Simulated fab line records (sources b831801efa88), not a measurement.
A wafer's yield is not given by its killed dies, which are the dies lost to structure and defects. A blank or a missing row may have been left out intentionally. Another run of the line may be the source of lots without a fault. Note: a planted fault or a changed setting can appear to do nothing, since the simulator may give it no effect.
fab line records -- flow sfq-line
[record] lots = 15, wafers = 44, last-day = 95
route steps=325 shown I2@116 I4@164 I5@235 C5@247
lots that met no fault: taken from a fault-free run of the same line
start-h: the number of hours between the record's first day and the start of the first shown wafer of the lot -- wait-h: how many hours have passed since the lot's step before this one -- " repeats the value in the row above -- L1.1+2: a row that stands for several wafers -- - either no value or no given start -- * or withheld: withheld -- < > ~ a bound
route shown NAME@n: NAME is a module with steps in the file, n the number in the route of the first one -- usual: mean/standard deviation of fault-free wafers -- same: alike in all rows -- chamber/n: place in a boat -- sites: readings site by site -- _std_site: how widely they spread, as a standard deviation -- _edge_site: mean of outer sites minus mean of inner sites -- radius-mm: for every site, how far away it sits from the centre of the wafer -- mask NAME#n: copy n -- behind: the tool/chamber that last shaped the wafer -- hold: what put the lot on hold/how long, in hours/how the hold closed -- device: which transistor (n, p or np) failed to switch -- end of line: tests run on the same wafers once the route is complete -- a step with no rows: only its recipe -- killed: the dies lost at the first sort to structure and to defects; this is not the yield of the wafer -- map: per-die view of a wafer (x killed, . not killed, _ where there is no die)
set.NAME: the setting that was run; set.NAME@STEP: the one run at that earlier step -- model.NAME: the simulator's own value behind a step, which no gauge read
steps of the route over a sample of lots; a table a step, a row a wafer
services: the hour from which a tool's chamber was out of use, counted from the record's first day as start-h (under 0 if before that day), plus the number of hours and why
[[steps]]
[step SFQ_TRILAYER_I2_VIA_STRIP_STRIP_071]
[recipe] gas = O2, power-w = 200, platen-temp-c = 40, overash-fraction = 0.65, chemistry = O2, pressure-mtorr = 50
[usual] drypump-motor-current-A = 5.38/0.2, he-backside-leak-sccm = 3.56/0.23, oes-product-au = 1.008/0.0092
lot.wafer,tool,chamber,start-h,wait-h,drypump-motor-current-A,he-backside-leak-sccm,oes-product-au,rf-hours-counter-h
L363.1,rie-metal-04,1,878.38,-,5.18,3.62,0.998,75
L363.4,rie-metal-04,1,878.38,-,5.17,3.25,0.998,-
L363.5,rie-metal-04,1,878.38,-,5.17,3.56,1.000,-
L364.1,rie-metal-04,0,890.38,-,5.25,3.56,1.011,59
L364.4,rie-metal-04,1,890.38,-,5.17,3.28,1.003,-
L364.6,rie-metal-04,0,890.38,-,5.23,3.32,1.020,-
L365.1,rie-metal-04,1,912.10,-,5.17,3.52,1.001,80
L365.4,rie-metal-04,0,912.10,-,5.25,3.82,1.012,-
L365.6,rie-metal-04,1,912.10,-,5.16,3.77,1.006,-
L366.1,rie-metal-01,1,915.70,-,5.35,3.68,1.020,49
L366.3,rie-metal-01,1,915.70,-,5.36,3.62,1.007,-
L366.5,rie-metal-01,0,915.70,-,5.35,3.79,0.985,-
L367.1,rie-metal-03,0,924.14,-,5.52,3.28,1.006,101
L367.3,rie-metal-03,0,924.14,-,5.52,3.27,0.996,-
L367.6,rie-metal-03,0,924.14,-,5.52,3.29,1.004,-
L368.4,rie-metal-04,1,943.54,-,5.17,3.63,0.997,-
L368.5,rie-metal-04,1,943.54,-,5.19,3.64,1.010,-
L368.6,rie-metal-04,0,943.54,-,5.25,3.68,1.003,-
L369.1,rie-metal-01,0,949.34,-,5.42,3.79,1.005,128
L369.3,rie-metal-01,0,949.34,-,5.39,3.79,0.996,-
L369.5,rie-metal-01,1,949.34,-,5.34,3.55,1.017,-
L370.3,rie-metal-03,1,996.59,-,5.77,3.38,1.019,-
L370.6,rie-metal-03,1,996.59,-,5.75,3.31,1.009,-
L371.2,rie-metal-03,1,998.79,-,5.79,3.20,1.014,84
L371.5,rie-metal-03,0,998.79,-,5.51,3.43,1.001,-
L371.6,rie-metal-03,1,998.79,-,5.77,3.24,1.014,-
L372.2,rie-metal-01,1,1000.26,-,5.36,3.70,1.011,-
L372.3,rie-metal-01,1,1000.26,-,5.40,3.89,1.013,-
L372.6,rie-metal-01,1,1000.26,-,5.38,3.86,1.005,-
L382.1,rie-metal-01,1,1085.40,-,5.37,3.62,1.018,76
L382.3,rie-metal-01,0,1085.40,-,5.38,3.67,1.005,-
L382.4,rie-metal-01,1,1085.40,-,5.37,3.67,1.024,-
L383.3,rie-metal-03,0,1094.12,-,5.50,3.20,1.003,-
L383.5,rie-metal-03,0,1094.12,-,5.53,3.18,1.005,-
L383.6,rie-metal-03,1,1094.12,-,5.77,3.20,1.016,-
L384.2,rie-metal-01,1,1097.52,-,5.37,3.88,1.020,79
L384.3,rie-metal-01,0,1097.52,-,5.39,3.71,0.998,-
L384.4,rie-metal-01,1,1097.52,-,5.35,4.20,1.008,-
L385.1,rie-metal-04,0,1102.32,-,5.26,3.53,1.004,91
L385.2,rie-metal-04,1,1102.32,-,5.17,3.75,1.021,110
L385.3,rie-metal-04,0,1102.32,-,5.27,3.60,1.004,-
L386.2,rie-metal-01,0,1111.92,-,5.34,3.57,1.009,15
L386.4,rie-metal-01,1,1111.92,-,5.38,3.62,1.020,-
L386.5,rie-metal-01,0,1111.92,-,5.36,3.58,0.998,-
[step SFQ_TRILAYER_I4_CMP_CMP_100]
[recipe] material = SiO2, down-force-psi = 3, platen-rpm = 60, pad-velocity-m-s = 0.94248
[usual] edge-zone-pressure-frac = 1.000/0.0048, motor-current-A = 10.2/0.98, slurry-filter-dp-kPa = 13.51/0.12, time-to-endpoint-s = 218/8.9
lot.wafer,tool,chamber,start-h,wait-h,edge-zone-pressure-frac,motor-current-A,slurry-filter-dp-kPa,time-to-endpoint-s
L363.1,cmp-01,1,1276.40,0.5,1.001,10.5,13.49,216
L363.4,cmp-01,2,1276.40,0.5,0.996,9.4,13.62,216
L363.5,cmp-01,1,1278.40,2.5,0.992,10.1,13.79,217
L364.1,cmp-01,0,1288.40,0.5,0.998,10.6,13.48,215
L364.4,cmp-01,2,1289.40,1.5,0.998,9.8,13.60,211
L364.6,cmp-01,3,1289.40,1.5,0.993,10.4,13.33,219
L365.4,cmp-01,3,1306.50,0.1,0.996,10.5,13.35,226
L365.1,cmp-01,2,1308.00,1.6,1.008,10.3,13.48,203
L365.6,cmp-01,3,1308.00,1.6,0.999,10.8,13.72,221
L366.1,cmp-01,2,1312.50,1.3,0.992,10.1,13.55,210
L366.3,cmp-01,3,1312.50,1.3,0.985,10.5,13.69,221
L366.5,cmp-01,2,1314.50,3.3,1.001,9.7,13.32,223
L367.1,cmp-02,1,1324.54,1.2,1.000,10.6,13.71,219
L367.3,cmp-02,3,1325.54,2.2,0.992,10.5,13.67,218
L367.6,cmp-02,1,1326.54,3.2,1.001,11.0,13.34,229
L368.4,cmp-02,2,1345.55,1.0,1.008,11.6,13.51,203
L368.5,cmp-02,0,1346.55,2.0,0.998,8.7,13.73,220
L368.6,cmp-02,1,1346.55,2.0,1.005,10.7,13.63,233
L369.3,cmp-02,3,1352.67,0.5,1.001,11.0,13.48,216
L369.1,cmp-02,0,1352.67,0.5,1.002,8.1,13.71,227
L369.5,cmp-02,3,1354.67,2.5,0.997,9.8,13.62,218
L370.3,cmp-02,3,1401.69,3.0,1.000,10.6,13.72,218
L370.6,cmp-02,3,1403.69,4.9,1.005,10.4,13.69,233
L371.2,cmp-02,3,1405.69,4.6,1.003,10.3,13.50,214
L371.6,cmp-02,1,1406.69,5.5,1.005,10.7,13.63,244
L371.5,cmp-02,2,1406.69,5.5,1.005,11.6,13.56,220
L372.2,cmp-02,0,1410.69,4.7,1.008,8.0,13.61,225
L372.3,cmp-02,3,1412.19,6.2,0.999,10.4,13.49,222
L372.6,cmp-02,0,1412.19,6.2,0.999,8.6,13.38,247
L382.3,cmp-01,2,1475.75,16.9,0.993,9.6,13.33,204
L382.4,cmp-01,3,1475.75,16.9,1.001,10.2,13.59,227
L382.1,cmp-01,0,1475.75,16.9,0.995,10.8,13.55,202
L383.3,cmp-02,3,1480.94,13.7,0.998,10.1,13.62,224
L383.5,cmp-02,2,1482.44,15.1,1.000,11.1,13.26,218
L383.6,cmp-02,3,1482.44,15.1,0.992,10.6,13.54,235
L384.3,cmp-02,3,1483.94,11.9,0.997,11.1,13.62,219
L384.2,cmp-02,0,1483.94,11.9,0.999,8.6,13.66,225
L384.4,cmp-02,1,1483.94,11.9,1.000,10.9,13.35,220
L385.2,cmp-02,3,1486.94,6.4,1.002,11.0,13.64,215
L385.1,cmp-02,0,1486.94,6.4,1.000,8.6,13.33,225
L385.3,cmp-02,1,1486.94,6.4,1.002,10.9,13.56,226
L386.4,cmp-01,1,1487.25,1.8,0.995,10.1,13.35,218
L386.2,cmp-01,2,1487.25,1.8,1.008,9.5,13.29,207
L386.5,cmp-01,1,1489.25,3.8,0.999,10.4,13.45,222
[step SFQ_TRILAYER_I4_METRO_MEASURE_101]
[usual] thk-nm = 200.2/1.1
lot.wafer,tool,chamber,start-h,wait-h,thk-nm
L363.1,film-metro-01,-,1279.02,0.1,202.0
L363.4,film-metro-01,-,1279.02,0.1,199.2
L363.5,film-metro-01,-,1279.02,0.1,200.8
L364.1,film-metro-02,-,1291.02,0.1,198.3
L364.4,film-metro-02,-,1291.02,0.1,199.9
L364.6,film-metro-02,-,1291.02,0.1,201.2
L365.1,film-metro-04,-,1309.62,0.1,200.9
L365.4,film-metro-04,-,1309.62,0.1,201.2
L365.6,film-metro-04,-,1309.62,0.1,200.4
L366.1,film-metro-02,-,1315.62,0.1,199.9
L366.3,film-metro-02,-,1315.62,0.1,201.0
L366.5,film-metro-02,-,1315.62,0.1,201.2
L367.1,film-metro-04,-,1327.16,0.1,201.4
L367.3,film-metro-04,-,1327.16,0.1,200.2
L367.6,film-metro-04,-,1327.16,0.1,201.9
L368.4,film-metro-04,-,1348.27,0.6,197.3
L368.5,film-metro-04,-,1348.27,0.6,200.3
L368.6,film-metro-04,-,1348.27,0.6,200.5
L369.1,film-metro-01,-,1355.29,0.1,200.0
L369.3,film-metro-01,-,1355.29,0.1,199.8
L369.5,film-metro-01,-,1355.29,0.1,199.8
L370.3,film-metro-02,-,1405.21,0.5,200.8
L370.6,film-metro-02,-,1405.21,0.5,179.4
L371.2,film-metro-04,-,1408.01,0.3,200.9
L371.5,film-metro-04,-,1408.01,0.3,200.0
L371.6,film-metro-04,-,1408.01,0.3,181.1
L372.2,film-metro-01,-,1414.01,0.3,201.3
L372.3,film-metro-01,-,1414.01,0.3,201.5
L372.6,film-metro-01,-,1414.01,0.3,181.9
L382.1,film-metro-02,-,1478.37,0.1,199.0
L382.3,film-metro-02,-,1478.37,0.1,199.7
L382.4,film-metro-02,-,1478.37,0.1,200.1
L383.3,film-metro-04,-,1483.96,0.5,201.2
L383.5,film-metro-04,-,1483.96,0.5,200.0
L383.6,film-metro-04,-,1483.96,0.5,200.4
L384.2,film-metro-01,-,1486.76,0.3,199.8
L384.3,film-metro-01,-,1486.76,0.3,199.0
L384.4,film-metro-01,-,1486.76,0.3,200.3
L385.1,film-metro-01,-,1489.56,0.1,202.4
L385.2,film-metro-01,-,1489.56,0.1,201.1
L385.3,film-metro-01,-,1489.56,0.1,202.7
L386.2,film-metro-04,-,1490.57,0.3,199.2
L386.4,film-metro-04,-,1490.57,0.3,199.9
L386.5,film-metro-04,-,1490.57,0.3,201.6
[step SFQ_TRILAYER_I4_VIA_ETCH_VIA_ETCH_106]
[recipe] target = SiO2, stop-on = Nb, mask-material = PR, taper-deg = 20, chemistry = CHF3, target-depth-nm = 260, source-w = 500, bias-w = 80, pressure-mtorr = 30, time-s = withheld
[usual] drypump-motor-current-A = 5.5/0.35, oes-product-au = 0.855/0.0051
lot.wafer,tool,chamber,start-h,wait-h,drypump-motor-current-A,oes-product-au
L363.1,rie-diel-04,0,1407.37,0.0,5.0,0.861
L363.4,rie-diel-04,3,1407.37,0.0,5.4,0.852
L363.5,rie-diel-04,2,1407.37,0.0,4.9,0.851
L364.1,rie-diel-03,0,1418.17,0.0,5.6,0.848
L364.4,rie-diel-03,1,1418.17,0.0,5.6,0.853
L364.6,rie-diel-03,2,1418.17,0.0,5.6,0.847
L365.1,rie-diel-04,0,1431.37,0.0,5.0,0.855
L365.4,rie-diel-04,1,1431.37,0.0,5.8,0.855
L365.6,rie-diel-04,3,1431.37,0.0,5.4,0.852
L366.1,rie-diel-04,0,1436.29,0.0,5.0,0.857
L366.3,rie-diel-04,3,1436.29,0.0,5.4,0.856
L366.5,rie-diel-04,2,1436.29,0.0,5.0,0.863
L367.1,rie-diel-04,3,1442.29,0.0,5.4,0.862
L367.3,rie-diel-04,0,1442.29,0.0,5.0,0.864
L367.6,rie-diel-04,1,1442.29,0.0,5.9,0.857
L368.4,rie-diel-03,0,1463.89,0.0,5.5,0.849
L368.5,rie-diel-03,1,1463.89,0.0,5.6,0.853
L368.6,rie-diel-03,0,1463.89,0.0,5.6,0.853
L369.1,rie-diel-01,1,1472.29,0.0,5.4,0.857
L369.3,rie-diel-01,0,1472.29,0.0,5.6,0.857
L369.5,rie-diel-01,1,1472.29,0.0,5.3,0.861
L370.3,rie-diel-04,1,1512.14,0.0,5.9,0.862
L370.6,rie-diel-04,1,1512.14,0.0,5.9,0.805
L371.2,rie-diel-04,0,1515.74,0.0,5.0,0.856
L371.5,rie-diel-04,1,1515.74,0.0,5.9,0.854
L371.6,rie-diel-04,2,1515.74,0.0,4.9,0.810
L372.2,rie-diel-03,1,1521.74,0.0,5.6,0.864
L372.3,rie-diel-03,2,1521.74,0.0,5.7,0.856
L372.6,rie-diel-03,3,1521.74,0.0,5.3,0.808
L382.1,rie-diel-03,2,1575.99,0.0,5.7,0.847
L382.3,rie-diel-03,1,1575.99,0.0,5.6,0.854
L382.4,rie-diel-03,0,1575.99,0.0,5.6,0.850
L383.3,rie-diel-01,1,1581.99,0.0,5.3,0.867
L383.5,rie-diel-01,2,1581.99,0.0,6.3,0.861
L383.6,rie-diel-01,3,1581.99,0.0,5.6,0.856
L384.2,rie-diel-03,1,1585.59,0.0,5.6,0.854
L384.3,rie-diel-03,0,1585.59,0.0,5.6,0.848
L384.4,rie-diel-03,3,1585.59,0.0,5.3,0.855
L385.1,rie-diel-03,0,1590.39,0.0,5.6,0.860
L385.2,rie-diel-03,2,1590.39,0.0,5.7,0.861
L385.3,rie-diel-03,3,1590.39,0.0,5.2,0.854
L386.2,rie-diel-04,3,1591.59,0.0,5.5,0.860
L386.4,rie-diel-04,0,1591.59,0.0,5.0,0.850
L386.5,rie-diel-04,2,1591.59,0.0,4.9,0.863
[step SFQ_I5_OVL_MEAS_936]
[usual] I5_OVL = 2/5.9
lot.wafer,tool,chamber,start-h,wait-h,I5_OVL[nm]
L363.1,overlay-02,-,1645.41,0.1,-3
L363.4,overlay-02,-,1645.41,0.1,-3
L363.5,overlay-02,-,1645.41,0.1,7
L364.1,overlay-02,-,1647.81,0.1,-1
L364.4,overlay-02,-,1647.81,0.1,11
L364.6,overlay-02,-,1647.81,0.1,10
L365.1,overlay-01,-,1649.88,0.1,0
L365.4,overlay-01,-,1649.88,0.1,-1
L365.6,overlay-01,-,1649.88,0.1,-7
L366.1,overlay-02,-,1667.23,0.1,6
L366.3,overlay-02,-,1667.23,0.1,5
L366.5,overlay-02,-,1667.23,0.1,8
L367.1,overlay-01,-,1671.80,0.1,3
L367.3,overlay-01,-,1671.80,0.1,4
L367.6,overlay-01,-,1671.80,0.1,5
L368.4,overlay-01,-,1688.21,0.1,1
L368.5,overlay-01,-,1688.21,0.1,-5
L368.6,overlay-01,-,1688.21,0.1,-1
L369.1,overlay-01,-,1697.18,0.1,1
L369.3,overlay-01,-,1697.18,0.1,5
L369.5,overlay-01,-,1697.18,0.1,4
L370.3,overlay-01,-,1742.80,0.1,-1
L370.6,overlay-01,-,1742.80,0.1,-7
L371.2,overlay-01,-,1746.39,0.1,0
L371.5,overlay-01,-,1746.39,0.1,-3
L371.6,overlay-01,-,1746.39,0.1,8
L372.2,overlay-02,-,1751.19,0.1,-3
L372.3,overlay-02,-,1751.19,0.1,-4
L372.6,overlay-02,-,1751.19,0.1,5
L382.1,overlay-01,-,1901.07,0.1,-7
L382.3,overlay-01,-,1901.07,0.1,-4
L382.4,overlay-01,-,1901.07,0.1,1
L383.3,overlay-02,-,1903.48,0.1,-1
L383.5,overlay-02,-,1903.48,0.1,-1
L383.6,overlay-02,-,1903.48,0.1,6
L384.2,overlay-01,-,1907.07,0.1,15
L384.3,overlay-01,-,1907.07,0.1,9
L384.4,overlay-01,-,1907.07,0.1,10
L385.1,overlay-02,-,1911.87,0.1,10
L385.2,overlay-02,-,1911.87,0.1,0
L385.3,overlay-02,-,1911.87,0.1,14
L386.2,overlay-01,-,1915.47,0.1,2
L386.4,overlay-01,-,1915.47,0.1,10
L386.5,overlay-01,-,1915.47,0.1,10
[step SFQ_TRILAYER_C5_BARC_OPEN_VIA_ETCH_210]
[recipe] mask-material = PR, chemistry = O2, target-depth-nm = 125, target = BARC, source-w = 500, bias-w = 80, pressure-mtorr = 30, time-s = 41.7
[usual] drypump-motor-current-A = 5.4/0.38, oes-product-au = 0.685/0.004
lot.wafer,tool,chamber,start-h,wait-h,drypump-motor-current-A,oes-product-au,rf-hours-counter-h
L363.1,rie-diel-01,2,1648.72,0.0,6.3,0.688,15
L363.4,rie-diel-01,1,1648.72,0.0,5.3,0.687,17
L363.5,rie-diel-01,1,1648.72,0.0,5.3,0.685,-
L364.1,rie-diel-02,3,1651.12,0.0,4.9,0.685,4
L364.4,rie-diel-02,2,1651.12,0.0,5.0,0.687,16
L364.6,rie-diel-02,2,1651.12,0.0,5.0,0.679,-
L365.1,rie-diel-01,0,1653.64,0.0,5.6,0.686,15
L365.4,rie-diel-01,1,1653.64,0.0,5.3,0.689,17
L365.6,rie-diel-01,0,1653.64,0.0,5.7,0.685,-
L366.1,rie-diel-02,1,1670.64,0.0,4.9,0.688,1
L366.3,rie-diel-02,3,1670.64,0.0,4.9,0.688,4
L366.5,rie-diel-02,1,1670.64,0.0,4.8,0.685,-
L367.1,rie-diel-02,3,1675.41,0.0,4.9,0.687,4
L367.3,rie-diel-02,1,1675.41,0.0,4.8,0.690,1
L367.6,rie-diel-02,1,1675.41,0.0,4.8,0.681,-
L368.4,rie-diel-01,3,1691.48,0.0,5.6,0.682,14
L368.5,rie-diel-01,1,1691.48,0.0,5.3,0.681,-
L368.6,rie-diel-01,0,1691.48,0.0,5.7,0.688,-
L369.1,rie-diel-03,0,1700.54,0.0,5.6,0.686,7
L369.3,rie-diel-03,3,1700.54,0.0,5.3,0.683,18
L369.5,rie-diel-03,2,1700.54,0.0,5.7,0.680,-
L370.3,rie-diel-03,0,1750.02,0.0,5.6,0.681,8
L370.6,rie-diel-03,0,1750.02,0.0,5.6,0.685,-
L371.2,rie-diel-03,0,1752.42,0.0,5.6,0.690,8
L371.5,rie-diel-03,2,1752.42,0.0,5.7,0.689,-
L371.6,rie-diel-03,3,1752.42,0.0,5.3,0.686,-
L372.2,rie-diel-03,2,1759.62,0.0,5.7,0.685,17
L372.3,rie-diel-03,1,1759.62,0.0,5.7,0.679,19
L372.6,rie-diel-03,0,1759.62,0.0,5.6,0.692,-
L382.1,rie-diel-02,0,1904.35,0.0,5.6,0.685,0
L382.3,rie-diel-02,1,1904.35,0.0,4.9,0.681,3
L382.4,rie-diel-02,1,1904.35,0.0,4.9,0.687,-
L383.3,rie-diel-01,0,1906.75,0.0,5.7,0.684,18
L383.5,rie-diel-01,1,1906.75,0.0,5.3,0.683,-
L383.6,rie-diel-01,0,1906.75,0.0,5.6,0.685,-
L384.2,rie-diel-02,2,1910.46,0.0,5.0,0.690,0
L384.3,rie-diel-02,3,1910.46,0.0,4.9,0.692,7
L384.4,rie-diel-02,0,1910.46,0.0,5.6,0.679,1
L385.1,rie-diel-01,1,1915.15,0.0,5.3,0.684,1
L385.2,rie-diel-01,2,1915.15,0.0,6.3,0.685,18
L385.3,rie-diel-01,0,1915.15,0.0,5.6,0.677,19
L386.2,rie-diel-02,2,1918.86,0.0,5.0,0.681,0
L386.4,rie-diel-02,3,1918.86,0.0,4.9,0.687,7
L386.5,rie-diel-02,1,1918.86,0.0,4.9,0.691,-
[[services]]
tool,chamber,start-h,hours,kind
cmp-02,-,867.43,10.5,repair
cmp-02,-,904.93,5.0,pm
rie-diel-03,1,918.90,1.4,repair
cmp-02,-,939.96,13.2,pm
cmp-02,-,975.08,1.5,repair
cmp-02,-,988.83,0.8,repair
rie-diel-03,-,1023.59,0.1,repair
rie-diel-03,0,1042.68,3.1,repair
cmp-02,-,1061.84,4.5,pm
cmp-02,-,1074.95,1.3,repair
cmp-02,-,1077.50,3.7,repair
cmp-02,-,1092.42,0.4,repair
cmp-02,-,1093.25,4.0,pm
rie-diel-03,-,1103.75,0.5,repair
cmp-02,-,1110.05,11.0,repair
rie-diel-03,1,1166.33,1.8,repair
cmp-02,-,1239.10,2.1,repair
rie-diel-03,3,1313.91,2.0,repair
rie-diel-03,3,1358.31,10.0,repair
rie-diel-03,-,1546.88,2.8,pm
rie-diel-03,1,1611.66,9.7,repair
rie-diel-03,1,1710.62,4.7,repair
rie-diel-03,-,1810.53,0.3,repair
rie-diel-03,0,1905.83,11.0,repair
[[key]]
[first-sign] step = SFQ_TRILAYER_I4_METRO_MEASURE_101, reading = thk-nm, direction = down, sigmas = 17, usual = 200.2, struck = 180.8
[effect] step = SFQ_TRILAYER_I4_VIA_ETCH_VIA_ETCH_106, reading = oes-product-au, direction = down, sigmas = 9.3, usual = 0.855, struck = 0.808
met-at SFQ_TRILAYER_I4_CMP_CMP_100
struck-lots L370,L371,L372
struck-wafers L370.6,L371.6,L372.6
not-acting-at SFQ_TRILAYER_I2_VIA_STRIP_STRIP_071,SFQ_I5_OVL_MEAS_936,SFQ_TRILAYER_C5_BARC_OPEN_VIA_ETCH_210
[fault] kind = process-parameter-drift, tool = cmp-02, chamber = -, onset-h = 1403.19, steps = SFQ_TRILAYER_I4_CMP_CMP_100, channel = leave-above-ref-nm, offset = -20, shape = step, end-h = 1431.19, scope = struck-wafers-only, acts-in = these-recipes-only, stated = 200
